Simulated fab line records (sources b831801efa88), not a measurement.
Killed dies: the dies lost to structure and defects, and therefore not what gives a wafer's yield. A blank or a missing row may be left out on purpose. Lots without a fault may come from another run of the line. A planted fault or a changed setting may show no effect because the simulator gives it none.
Which tool is to blame? ; flow sky130 ; 6 lots with 18 wafers sampled at 3 steps, on a route of 708 steps

== WHAT EACH GAUGE READ, for each wafer ==
SKY_SPACER_THK_MEAS_01.
lot;measured;on;SPACER_CVD_00_THK (nm)
L707;day 24 01:43;film-metro-03;43.2 43.4 43.4
L708;day 24 14:19;film-metro-03;43.5 43.0 43.1
L712;day 26 02:29;film-metro-03;43.2 43.0 43.2
L715;day 27 01:44;film-metro-04;42.9 42.9 42.9
L716;day 27 10:25;film-metro-02;42.8 42.8 43.1
L723;day 29 12:16;film-metro-03;42.7 42.8 43.0

== WHICH TOOL RAN EACH LOT (tool, then ch and the chambers of the sampled wafers, then the start) ==
lot;SKY_LDD_HVP_STRIP_09;SKY_LDD_LDN_STRIP_12
L707;plasma-asher-02 ch 0,1, day 22 17:13;plasma-asher-04 ch 0,1, day 23 23:34
L708;plasma-asher-01 ch 0,1, day 23 04:03;plasma-asher-01 ch 0,1, day 24 10:34
L712;plasma-asher-01 ch 0,1, day 24 18:40;plasma-asher-04 ch 1, day 26 01:04
L715;plasma-asher-01 ch 0,1, day 25 18:20;plasma-asher-01 ch 0,1, day 27 00:19
L716;plasma-asher-01 ch 0,1, day 26 03:01;plasma-asher-04 ch 0,1, day 27 08:59
L723;plasma-asher-02 ch 0,1, day 28 05:49;plasma-asher-01 ch 0,1, day 29 10:50
- SKY_LDD_HVP_STRIP_09: strips in O2/N2.
- SKY_LDD_LDN_STRIP_12: strips in O2/N2.

== THE ANSWER, worked out from the rows above alone ==
Rule: usual is defined by the lots themselves. Put in order of their means at a reading, lots are off if they are a third of the lots or fewer, leave a main group of 4 or more, and stand apart from it by a gap of 3 or more times the standard deviation of the main group's means; of several such gaps the widest counts. The tables above print the reading to a certain number of digits; a main group whose means all agree to those digits is not used. Also off: a lot with no number at a reading for which 4 or more lots have one. Where the step has rows for the other lots, those lots are counted as sound.
Nothing can be told from this: no lot is off at any reading shown.

== WHAT WAS PUT IN BY THE SIMULATOR ==
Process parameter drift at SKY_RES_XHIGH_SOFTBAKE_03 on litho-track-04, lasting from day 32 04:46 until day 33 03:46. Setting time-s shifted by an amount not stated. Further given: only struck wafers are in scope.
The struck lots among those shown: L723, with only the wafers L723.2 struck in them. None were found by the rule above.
